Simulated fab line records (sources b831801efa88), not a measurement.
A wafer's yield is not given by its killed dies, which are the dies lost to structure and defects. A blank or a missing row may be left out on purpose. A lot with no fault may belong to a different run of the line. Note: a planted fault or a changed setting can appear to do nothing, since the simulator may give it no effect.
The tool behind it: which one? :: flow sky130 :: 12 lots, 35 wafers sampled, at 5 steps of a route of 708

== WHAT THE GAUGES SHOWED, per wafer ==
SKY_VT_ADJUST_LVTN_OVL_MEAS_18.
lot: L270
measured: day 8 02:43
on: overlay-02
VT_ADJUST_LVTN_01_OVL (nm): -2.7 -1.7 -1.3

lot: L271
measured: day 8 19:37
on: overlay-02
VT_ADJUST_LVTN_01_OVL (nm): 0.3 0.7 -0.9

lot: L272
measured: day 9 06:08
on: overlay-01
VT_ADJUST_LVTN_01_OVL (nm): -4.2 -2.8 -4.6

lot: L274
measured: day 9 16:04
on: overlay-02
VT_ADJUST_LVTN_01_OVL (nm): 0.7 -1.1 -1.0

lot: L275
measured: day 9 17:19
on: overlay-01
VT_ADJUST_LVTN_01_OVL (nm): -0.9 -1.8 -0.9

lot: L277
measured: day 10 06:37
on: overlay-01
VT_ADJUST_LVTN_01_OVL (nm): -0.4 -0.6 -1.2

lot: L278
measured: day 10 09:28
on: overlay-02
VT_ADJUST_LVTN_01_OVL (nm): 0.4 0.2 -1.2

lot: L280
measured: day 10 16:58
on: overlay-02
VT_ADJUST_LVTN_01_OVL (nm): 0.8 0.2 0.9

lot: L279
measured: day 10 17:16
on: overlay-02
VT_ADJUST_LVTN_01_OVL (nm): -2.3 -2.1 -1.8

lot: L282
measured: day 11 05:31
on: overlay-02
VT_ADJUST_LVTN_01_OVL (nm): -0.3 -1.2 -0.2

lot: L287
measured: day 12 18:47
on: overlay-02
VT_ADJUST_LVTN_01_OVL (nm): -0.1 1.6

lot: L291
measured: day 13 20:07
on: overlay-01
VT_ADJUST_LVTN_01_OVL (nm): 0.8 2.0 1.6

SKY_POLY_CUT_OVL_MEAS_09.
lot: L270
measured: day 25 00:48
on: overlay-01
POLY_CUT_OVL (nm): -1 0 0

lot: L271
measured: day 26 00:17
on: overlay-01
POLY_CUT_OVL (nm): -2 3 2

lot: L272
measured: day 26 04:02
on: overlay-02
POLY_CUT_OVL (nm): -7 -5 -3

lot: L274
measured: day 26 19:26
on: overlay-01
POLY_CUT_OVL (nm): 8 7 13

lot: L275
measured: day 26 17:38
on: overlay-02
POLY_CUT_OVL (nm): -5 -2 -5

lot: L277
measured: day 27 06:38
on: overlay-02
POLY_CUT_OVL (nm): 3 2 7

lot: L278
measured: day 27 18:40
on: overlay-01
POLY_CUT_OVL (nm): 2 6 7

lot: L280
measured: day 28 06:53
on: overlay-02
POLY_CUT_OVL (nm): 5 4 13

lot: L279
measured: day 28 06:31
on: overlay-02
POLY_CUT_OVL (nm): 7 6 8

lot: L282
measured: day 28 17:08
on: overlay-01
POLY_CUT_OVL (nm): 1 -4 1

lot: L287
measured: day 30 08:28
on: overlay-02
POLY_CUT_OVL (nm): 5 3

lot: L291
measured: day 31 15:55
on: overlay-01
POLY_CUT_OVL (nm): -5 -2 -8

SKY_VIA1_THK_MEAS_01.
lot: L270
measured: day 33 13:07
on: film_metro-01
VIA1_HDPCVD_THK (nm): 1047 1034 1032

lot: L271
measured: day 34 10:43
on: film_metro-01
VIA1_HDPCVD_THK (nm): 1029 1021 1027

lot: L272
measured: day 34 14:20
on: film_metro-01
VIA1_HDPCVD_THK (nm): 1056 1045 1056

lot: L274
measured: day 35 06:05
on: film_metro-01
VIA1_HDPCVD_THK (nm): 1042 1027 1020

lot: L275
measured: day 34 22:56
on: film_metro-02
VIA1_HDPCVD_THK (nm): 1032 1034 1029

lot: L277
measured: day 35 13:19
on: film_metro-03
VIA1_HDPCVD_THK (nm): 1020 1040 1035

lot: L278
measured: day 36 00:34
on: film_metro-02
VIA1_HDPCVD_THK (nm): 1011 1009 1010

lot: L280
measured: day 36 12:12
on: film_metro-03
VIA1_HDPCVD_THK (nm): 1044 1042 1054

lot: L279
measured: day 36 11:22
on: film_metro-01
VIA1_HDPCVD_THK (nm): 1029 1020 1008

lot: L282
measured: day 36 21:31
on: film_metro-02
VIA1_HDPCVD_THK (nm): 1023 1011 1024

lot: L287
measured: day 38 09:43
on: film_metro-01
VIA1_HDPCVD_THK (nm): 1040 1550

lot: L291
measured: day 39 17:11
on: film_metro-03
VIA1_HDPCVD_THK (nm): 1012 1026 1028

== WHAT TOOL EACH LOT RAN ON (gives the tool, then ch and the chambers of the sampled wafers, and finally the start) ==
lot: L270
SKY_POLY_CUT_ETCH_10: rie_diel-03 ch 0,1,2, day 25 00:50
SKY_VIA1_HDPCVD_00: hdpcvd-01 ch 0,1,2, day 33 13:00

lot: L271
SKY_POLY_CUT_ETCH_10: rie_diel-04 ch 0,2,3, day 26 00:19
SKY_VIA1_HDPCVD_00: hdpcvd-01 ch 0,2, day 34 10:36

lot: L272
SKY_POLY_CUT_ETCH_10: rie_diel-03 ch 0,1, day 26 04:04
SKY_VIA1_HDPCVD_00: hdpcvd-02 ch 0,1, day 34 14:13

lot: L274
SKY_POLY_CUT_ETCH_10: rie_diel-03 ch 1,2,3, day 26 19:28
SKY_VIA1_HDPCVD_00: hdpcvd-02 ch 1,2, day 35 05:58

lot: L275
SKY_POLY_CUT_ETCH_10: rie_diel-04 ch 1,2, day 26 17:40
SKY_VIA1_HDPCVD_00: hdpcvd-02 ch 0,2, day 34 22:50

lot: L277
SKY_POLY_CUT_ETCH_10: rie_diel-04 ch 1,3, day 27 06:40
SKY_VIA1_HDPCVD_00: hdpcvd-02 ch 0,2, day 35 13:12

lot: L278
SKY_POLY_CUT_ETCH_10: rie_diel-03 ch 0,1,3, day 27 18:42
SKY_VIA1_HDPCVD_00: hdpcvd-02 ch 0,2, day 36 00:23

lot: L280
SKY_POLY_CUT_ETCH_10: rie_diel-02 ch 0,2, day 28 06:55
SKY_VIA1_HDPCVD_00: hdpcvd-02 ch 0,2, day 36 12:02

lot: L279
SKY_POLY_CUT_ETCH_10: rie_diel-03 ch 0,2, day 28 06:33
SKY_VIA1_HDPCVD_00: hdpcvd-01 ch 1,2, day 36 11:15

lot: L282
SKY_POLY_CUT_ETCH_10: rie_diel-03 ch 0,1,3, day 28 17:10
SKY_VIA1_HDPCVD_00: hdpcvd-01 ch 0,1,2, day 36 21:23

lot: L287
SKY_POLY_CUT_ETCH_10: rie_diel-04 ch 2,3, day 30 08:30
SKY_VIA1_HDPCVD_00: hdpcvd-02 ch 1,2, day 38 09:36

lot: L291
SKY_POLY_CUT_ETCH_10: rie_diel-03 ch 1,2, day 31 15:57
SKY_VIA1_HDPCVD_00: hdpcvd-01 ch 0,1,2, day 39 17:05
- SKY_POLY_CUT_ETCH_10: etches BARC in N2/H2, stops on SiO2, time 45.9 s, target depth 60 nm.
- SKY_VIA1_HDPCVD_00: deposits SiO2, target thk 1030 nm, time 171.7 s.

== AS READ BY THE TOOLS THEMSELVES (means over the sampled wafers that have a number; for cases with no such wafer, the mark the record gives instead) ==
SKY_POLY_CUT_ETCH_10.
lot: L270
tool: rie_diel-03
chamber_pressure_mTorr (mTorr): 29.997
drypump_motor_current_A (A): 5.71
h2_flow_sccm (sccm): 199.8
oes_product_au (a.u.): 0.857
throttle_valve_pct (%): 13.231

lot: L271
tool: rie_diel-04
chamber_pressure_mTorr (mTorr): 30.012
drypump_motor_current_A (A): 5.66
h2_flow_sccm (sccm): 200.1
oes_product_au (a.u.): 0.856
throttle_valve_pct (%): 13.224

lot: L272
tool: rie_diel-03
chamber_pressure_mTorr (mTorr): 29.977
drypump_motor_current_A (A): 5.85
h2_flow_sccm (sccm): 200.1
oes_product_au (a.u.): 0.856
throttle_valve_pct (%): 13.212

lot: L274
tool: rie_diel-03
chamber_pressure_mTorr (mTorr): 30.003
drypump_motor_current_A (A): 5.69
h2_flow_sccm (sccm): 200.1
oes_product_au (a.u.): 0.854
throttle_valve_pct (%): 13.225

lot: L275
tool: rie_diel-04
chamber_pressure_mTorr (mTorr): 30.007
drypump_motor_current_A (A): 5.76
h2_flow_sccm (sccm): 200.4
oes_product_au (a.u.): 0.851
throttle_valve_pct (%): 13.226

lot: L277
tool: rie_diel-04
chamber_pressure_mTorr (mTorr): 30.000
drypump_motor_current_A (A): 5.69
h2_flow_sccm (sccm): 199.4
oes_product_au (a.u.): 0.852
throttle_valve_pct (%): 13.231

lot: L278
tool: rie_diel-03
chamber_pressure_mTorr (mTorr): 29.980
drypump_motor_current_A (A): 5.78
h2_flow_sccm (sccm): 200.3
oes_product_au (a.u.): 0.856
throttle_valve_pct (%): 13.222

lot: L280
tool: rie_diel-02
chamber_pressure_mTorr (mTorr): 30.012
drypump_motor_current_A (A): 5.29
h2_flow_sccm (sccm): 199.6
oes_product_au (a.u.): 0.852
throttle_valve_pct (%): 13.231

lot: L279
tool: rie_diel-03
chamber_pressure_mTorr (mTorr): 30.005
drypump_motor_current_A (A): 5.90
h2_flow_sccm (sccm): 200.3
oes_product_au (a.u.): 0.852
throttle_valve_pct (%): 13.232

lot: L282
tool: rie_diel-03
chamber_pressure_mTorr (mTorr): 30.022
drypump_motor_current_A (A): 5.77
h2_flow_sccm (sccm): 199.3
oes_product_au (a.u.): 0.858
throttle_valve_pct (%): 13.224

lot: L287
tool: rie_diel-04
chamber_pressure_mTorr (mTorr): 30.000
drypump_motor_current_A (A): 5.61
h2_flow_sccm (sccm): 199.7
oes_product_au (a.u.): 0.850
throttle_valve_pct (%): 13.229

lot: L291
tool: rie_diel-03
chamber_pressure_mTorr (mTorr): 29.996
drypump_motor_current_A (A): 5.58
h2_flow_sccm (sccm): 199.7
oes_product_au (a.u.): 0.855
throttle_valve_pct (%): 13.230

== THE ANSWER, worked out from the rows above alone ==
Rule: what is usual is taken from the lots themselves. The widest of any qualifying gaps counts: lots, ordered by their means at a reading, are off when they make up no more than a third of the lots, leave a main group of 4 or more, and stand apart from it by 3 or more times the standard deviation of that group's means. The tables above print the reading to a certain number of digits; a main group whose means all agree to those digits is not used. Also off: a lot with no number at a reading for which 4 or more lots have one. The other lots that the step has rows for count as sound. After the gauges, taken in route order, come the tools' own readings; for these a lot's mean is taken, as printed above. At the first step where some lot is off, the reading lying furthest off is the one used; lots without a number count as furthest.
Off: L287, seen at SKY_VIA1_THK_MEAS_01 (VIA1_HDPCVD_THK). Mean 1030 nm and standard deviation 12 in the main group.
If a tool, at a process step before that reading, ran all the lots that are off and no sound lot after the first of them, it fits. Gauges at SKY_VIA1_THK_MEAS_01: tried the same way as those tools. Can't be told from this: 3 tools fit, rie_diel-04 at SKY_POLY_CUT_ETCH_10, hdpcvd-02 at SKY_VIA1_HDPCVD_00, film_metro-01 at SKY_VIA1_THK_MEAS_01.

== WHAT WAS PUT IN BY THE SIMULATOR ==
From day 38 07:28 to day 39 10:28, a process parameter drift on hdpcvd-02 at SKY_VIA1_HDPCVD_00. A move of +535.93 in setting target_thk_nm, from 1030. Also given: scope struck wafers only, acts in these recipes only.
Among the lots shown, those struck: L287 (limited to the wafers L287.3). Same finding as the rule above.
